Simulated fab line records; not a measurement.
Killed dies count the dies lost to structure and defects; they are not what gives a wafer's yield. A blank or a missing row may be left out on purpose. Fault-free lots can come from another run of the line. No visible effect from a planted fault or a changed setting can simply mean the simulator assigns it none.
fab line records	flow sky130
record: lots: 7	wafers: 21	lastDay: 50
route steps=708 shown SONOS_TUNNEL@167 SONOS_ONO@168
lots with no fault: from the same line, run without faults
startH: start of the lot's first displayed wafer, in hours after the record's first day	waitH: time in hours since the lot's previous step	" identical to the entry in the row above	L1.1+2: a single row standing in for several wafers	- no value, or no start given	* or withheld: withheld	< > ~ a bound
route shown NAME@n: a module of which the file shows steps, and the number in the route of the first	usual: the fault-free wafers' mean and standard deviation	same: alike in all rows	chamber/n: place in a boat	sites: each site's reading	_std_site: their standard deviation	_edge_site: outer sites' mean less inner sites'	radiusMm: how far each site lies from the wafer's centre	mask NAME#n: copy n	behind: tool/chamber where the wafer was last shaped	hold: what put the lot on hold/how long, in hours/how the hold closed	device: the transistor (n, p or np) that didn't switch	end of line: at the end of the route, the tests of the same wafers	step lacking rows: just its recipe	killed: dies lost to structure and defects at the first sort, not the wafer's yield	map: dies across one wafer; x = killed, . = not, _ = none there
set.NAME: the setting as run; set.NAME@STEP: as run at that earlier step	model.NAME: the simulator's own value behind a step, which no gauge read
lots seen at some steps along the route; tables by step, rows by wafer
services: when a tool's chamber went out of use (startH, in hours from the record's first day, below 0 if earlier), for how many hours, and the reason
== steps ==
step: SKY_SONOS_TUNNEL_CLEAN_13
recipe: chemistry: dHF	timeS: 20	dilution: 100:1	dry: ipaMarangoni
step: SKY_SONOS_ONO_OXIDATION_00
recipe: tempC: 800	ambient: O2	idleTempC: 700	rampUpCPerMin: 10	rampDownCPerMin: 3	stabiliseS: 600	purgeS: 300	targetThkA: 26	oxTimeS: 1249
step: SKY_SONOS_ONO_THK_MEAS_01
recipe: reads: SiO2_of_SONOS_ONO_OXIDATION_00
usual: SONOS_ONO_OXIDATION_THK: 2.60/0.06
lot.wafer	tool	chamber	startH	waitH	SONOS_ONO_OXIDATION_THK[nm]
L419.1	filmMetro-01	-	277.01	0.0	2.55
L419.2	"	-	"	"	2.57
L419.3	"	-	"	"	2.60
L421.1	filmMetro-04	-	293.40	0.0	2.63
L421.3	"	-	"	"	2.65
L421.5	"	-	"	"	2.60
L424.4	filmMetro-03	-	322.80	0.0	2.73
L424.5	"	-	"	"	2.65
L424.6	"	-	"	"	2.78
L432.1	filmMetro-04	-	377.97	0.0	2.65
L432.2	"	-	"	"	2.62
L432.5	"	-	"	"	2.67
L433.1	filmMetro-03	-	388.14	0.0	2.60
L433.2	"	-	"	"	2.64
L433.5	"	-	"	"	2.60
L434.2	filmMetro-01	-	389.59	0.0	2.61
L434.3	"	-	"	"	2.64
L434.5	"	-	"	"	2.59
L439.1	filmMetro-03	-	433.74	0.0	2.61
L439.4	"	-	"	"	2.61
L439.6	"	-	"	"	2.68
step: SKY_SONOS_ONO_CVD_02
recipe: material: Si3N4	precursor: DCS/NH3	targetThkNm: 10.5	tempC: 770	timeS: 180	pressureMtorr: 250
step: SKY_SONOS_ONO_THK_MEAS_03
recipe: reads: Si3N4_of_SONOS_ONO_CVD_02
usual: SONOS_ONO_CVD_02_THK: 10.51/0.15
lot.wafer	tool	chamber	startH	waitH	SONOS_ONO_CVD_02_THK[nm]
L419.1	filmMetro-04	-	278.69	0.0	10.25
L419.2	"	-	"	"	10.27
L419.3	"	-	"	"	10.26
L421.1	filmMetro-03	-	294.84	0.0	10.45
L421.3	"	-	"	"	10.40
L421.5	"	-	"	"	10.42
L424.4	filmMetro-01	-	323.91	0.0	10.47
L424.5	"	-	"	"	10.66
L424.6	"	-	"	"	10.52
L432.1	filmMetro-01	-	380.37	0.0	10.54
L432.2	"	-	"	"	10.60
L432.5	"	-	"	"	10.48
L433.1	filmMetro-03	-	391.34	0.0	10.50
L433.2	"	-	"	"	10.32
L433.5	"	-	"	"	10.35
L434.2	filmMetro-04	-	391.39	0.1	10.40
L434.3	"	-	"	"	10.49
L434.5	"	-	"	"	10.58
L439.1	filmMetro-01	-	439.26	0.0	10.46
L439.4	"	-	"	"	10.60
L439.6	"	-	"	"	10.59
step: SKY_SONOS_ONO_CVD_04
recipe: material: SiO2	precursor: SiH4/N2O	targetThkNm: 5.7199	tempC: 900	pressureMtorr: 400
step: SKY_SONOS_ONO_THK_MEAS_05
recipe: reads: SiO2_of_SONOS_ONO_CVD_04
usual: SONOS_ONO_CVD_04_THK: 5.72/0.091
lot.wafer	tool	chamber	startH	waitH	SONOS_ONO_CVD_04_THK[nm]
L419.1	filmMetro-03	-	280.00	0.0	5.74
L419.2	"	-	"	"	5.74
L419.3	"	-	"	"	5.82
L421.1	filmMetro-01	-	296.15	0.0	5.57
L421.3	"	-	"	"	5.65
L421.5	"	-	"	"	5.70
L424.4	filmMetro-03	-	325.22	0.0	5.67
L424.5	"	-	"	"	5.76
L424.6	"	-	"	"	5.80
L432.1	filmMetro-01	-	381.68	0.0	5.71
L432.2	"	-	"	"	5.76
L432.5	"	-	"	"	5.70
L433.1	filmMetro-04	-	392.65	0.0	5.71
L433.2	"	-	"	"	5.71
L433.5	"	-	"	"	5.70
L434.2	filmMetro-04	-	393.91	0.0	5.73
L434.3	"	-	"	"	5.69
L434.5	"	-	"	"	5.67
L439.1	filmMetro-04	-	440.64	0.1	5.66
L439.4	"	-	"	"	5.70
L439.6	"	-	"	"	5.65
step: SKY_SONOS_ONO_DEHYDRATE_06
recipe: tempC: 200	timeS: 60
step: SKY_SONOS_ONO_HMDS_07
recipe: primeTimeS: 60	primeTempC: 120
step: SKY_SONOS_ONO_COAT_08
recipe: resist: NOVOLAK	spinRpm: 3000	resistThkNm: 1140
step: SKY_SONOS_ONO_SOFTBAKE_09
recipe: tempC: 90	timeS: 60	resist: NOVOLAK
step: SKY_SONOS_ONO_EXPOSE_10
recipe: maskId: ONOM	targetCdNm: 410	na: 0.6	sourceShape: conventional	sigmaOuter: 0.6	doseMj: 150
step: SKY_SONOS_ONO_PEB_11
recipe: tempC: withheld	timeS: *	resist: NOVOLAK
usual: chillPlateTempC: *	exhaustPa: 45.1/0.87	timeS: *
lot.wafer	tool	chamber	startH	waitH	chillPlateTempC	exhaustPa	timeS
L419.1	lithoTrack-02	0	305.14	-	*	46.2	*
L419.2	"	0	"	"	*	46.4	*
L419.3	"	0	"	"	*	46.4	*
L421.1	lithoTrack-01	0	320.33	-	*	43.7	*
L421.3	"	0	"	"	*	44.3	*
L421.5	"	0	"	"	*	45.4	*
L424.4	lithoTrack-02	0	351.87	-	*	47.1	*
L424.5	"	0	"	"	*	46.0	*
L424.6	"	0	"	"	*	45.5	*
L432.1	lithoTrack-02	-	410.79	-	-	-	-
L432.2	"	-	"	"	-	-	-
L432.5	"	-	"	"	-	-	-
L433.1	lithoTrack-02	-	421.04	-	-	-	-
L433.2	"	-	"	"	-	-	-
L433.5	"	-	"	"	-	-	-
L434.2	lithoTrack-02	-	423.42	-	-	-	-
L434.3	"	-	"	"	-	-	-
L434.5	"	-	"	"	-	-	-
L439.1	lithoTrack-04	0	471.55	-	*	45.2	*
L439.4	"	0	"	"	*	44.0	*
L439.6	"	0	"	"	*	43.7	*
step: SKY_SONOS_ONO_DEVELOP_12
recipe: developTimeS: 60	devTempC: 23
== services ==
tool	chamber	startH	hours	kind
lithoTrack-01	-	431.44	-	consumableReplace:filter
== key ==
firstSign: step: SKY_SONOS_ONO_PEB_11	reading: toolRecord	direction: missing
effect none on later readings
metAt SKY_SONOS_ONO_PEB_11
struckWafers L432.1,L432.2,L432.5,L433.1,L433.2,L433.5,L434.2,L434.3,L434.5
sortLeftOut L432.1,L432.2,L432.5,L433.1,L433.2,L433.5,L434.2,L434.3,L434.5
testerLeftOut L432,L433,L434
onsetBetween 351.87 410.79
fault: kind: skippedStepWhole	tool: lithoTrack-02	chamber: -	onsetH: 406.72	steps: SKY_SONOS_ONO_PEB_11	scope: struckLotsOnly
testerLeftOut: of these lots the tester's yield and bins aren't shown, on N5 and GAA mostly nor the transistor test; their killed dies are dies lost to structure and defects alone, not to doping, threshold or leakage, so they don't give the yield
sortLeftOut: the simulated sort isn't trusted on such a fault, so these wafers' sort isn't shown, and their yield isn't known
